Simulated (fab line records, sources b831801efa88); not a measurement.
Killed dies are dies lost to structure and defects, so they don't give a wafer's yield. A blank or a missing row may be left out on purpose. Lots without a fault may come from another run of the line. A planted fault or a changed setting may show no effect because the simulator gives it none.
Problem report in the 8D (eight disciplines) form, filled by code | flow sky130 | the parts of the form that need people (team, actions taken, sign-off) are left out

1. THE PROBLEM
run_length_s at SKY_GATE_OXIDE_CLEAN_15 reads a mean of 100 s on 6 wafers of 2 lots; wafers without a fault read 177 s with a standard deviation of 3. That is -26 standard deviations from the usual mean.
The step: cleans in SC1/SC2, time 150 s.
First seen on wafer L805.2, day 21 12:48, on wet_bench-02. The record holds 18 wafers of 6 lots with a number at this step. Rule for "out", or "out of limits": more than 4 standard deviations from the usual mean. The other wafers with a number count as sound.

2. WHAT IT IS AND WHAT IT IS NOT
question                    | is                     | is not
which readings at this step | run_length_s           | -
which lots                  | L805, L806             | L790, L795, L797, L799
which wafers of those lots  | all that have a number | -
read on which tools         | wet_bench-02           | wet_bench-01, wet_bench-03
when                        | from day 21 12:48      | up to then (12 sound wafers)

3. SUSPECTS, AND WHAT RULES EACH OUT
Counting: a tool at a process step up to the reading stays a suspect if it ran every lot that is out and no sound lot after the first of them.
- wet_bench-02 at SKY_GATE_OXIDE_CLEAN_15 (cleans in SC1/SC2, time 150 s): kept. It ran every lot that is out, first L805 (day 21 12:48), and no sound lot after that; its last sound lot up to then is L795 (day 17 13:30). Its own readings are out on those wafers: run_length_s.
Left after counting: wet_bench-02 at SKY_GATE_OXIDE_CLEAN_15.

4. THE CAUSE (what the simulator had put in)
Process parameter drift: wet_bench-02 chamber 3, from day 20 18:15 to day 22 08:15, at SKY_GATE_OXIDE_CLEAN_15. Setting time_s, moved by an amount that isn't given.
Counting left only this tool.

5. THE CHAIN OF EFFECTS, in route order
Each row: a reading whose mean over the struck wafers that have a number lies more than 3 standard deviations from the usual. Only readings for which the record gives a usual standard deviation are gone through. hours: the time from each lot's start at the first step in this table that gives one to its start at this step, as a median over the lots. sigmas: the change in usual standard deviations.
hours | step                    | reading      | usual | on struck wafers | change | sigmas
0     | SKY_GATE_OXIDE_CLEAN_15 | run_length_s | 177 s | 100              | -77    | -26
The process steps in it:
- SKY_GATE_OXIDE_CLEAN_15: cleans in SC1/SC2, time 150 s.

6. WHAT WOULD HAVE CAUGHT IT SOONER
In this record the first reading out of limits was taken at day 21 12:48, 19 hours after the fault began at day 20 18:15.
